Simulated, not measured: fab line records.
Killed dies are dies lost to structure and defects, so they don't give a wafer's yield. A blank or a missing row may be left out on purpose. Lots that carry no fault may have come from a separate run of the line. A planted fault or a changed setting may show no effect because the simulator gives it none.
2 desks, one fault    flow sky130    each desk has only its own numbers; what lay behind them comes last

## METROLOGY DESK
Lot by lot, what the gauges showed, no matter which tool ran the lot: averages of those sampled wafers that carry a number. Marked OUT: a lot whose mean sits more than 4 standard deviations from the usual mean, which makes it out of limits; the brackets give that distance.
Columns: A = cdNm at SKY_METAL4_CD_MEAS_13, usual 300.7 nm
lot   first seen here  A
L412  day 41 18:09     301.0
L414  day 42 17:20     302.3
L415  day 42 19:13     301.2
L416  day 43 03:43     299.9
L420  day 44 10:20     300.9
L423  day 45 00:03     300.3
L425  day 45 21:16     301.9
L426  day 46 03:29     302.3
L427  day 46 05:51     302.9
L434  day 48 07:18     301.6
This desk's verdict: no lot among the 10 shows anything out of limits.

## TOOL OWNER'S DESK, rieMetal-01
The tool's own readings at SKY_METAL5_METAL_ETCH_15 (etches the open film in Cl2/BCl3, stops on SiO2, target depth 1260 nm, time 252 s): means of the sampled wafers that have a number, for each lot that ran on this tool. Marked OUT: a lot whose mean sits more than 4 standard deviations from the usual mean, which makes it out of limits; the brackets give that distance.
Columns: A = bcl3FlowSccm at SKY_METAL5_METAL_ETCH_15, usual 30.00 sccm; B = drypumpMotorCurrentA at SKY_METAL5_METAL_ETCH_15, usual 5.7 A; C = oesProductAu at SKY_METAL5_METAL_ETCH_15, usual 0.894 a.u.; D = rfFwdPowerW at SKY_METAL5_METAL_ETCH_15, usual 896.9 W; E = throttleValvePct at SKY_METAL5_METAL_ETCH_15, usual 22.263 %
lot   first seen here  A      B    C      D                 E
L412  day 43 18:31     29.97  6.4  0.897  896.6             22.271
L414  day 44 16:47     30.01  6.4  0.900  897.0             22.275
L416  day 45 02:11     30.03  6.4  0.893  899.2             22.261
L420  day 46 07:10     30.00  6.4  0.900  1041.0 (+50) OUT  22.262
L423  day 46 21:29     30.04  6.4  0.893  946.1 (+17) OUT   22.262
This desk finds L420, L423 out of limits, L420 being first, at day 46 07:10 (rfFwdPowerW at SKY_METAL5_METAL_ETCH_15). In limits: L412, L414, L416.

## BROUGHT TOGETHER
The tool owner's desk could have raised an alarm at day 46 07:10, on L420, L423.
From the metrology desk's view, nothing was out of limits.
The metrology desk has L420, L423 on record, within its limits.
All the named lots went through SKY_METAL5_METAL_ETCH_15 on rieMetal-01.

## WHAT HAD BEEN PUT IN BY THE SIMULATOR
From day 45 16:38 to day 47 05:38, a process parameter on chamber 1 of rieMetal-01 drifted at SKY_METAL5_METAL_ETCH_15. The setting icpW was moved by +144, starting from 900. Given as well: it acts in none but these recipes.
Lots struck among those shown: L420, L423.
Each desk's first reading out of limits, in hours after the fault started: the tool owner's desk, 15.
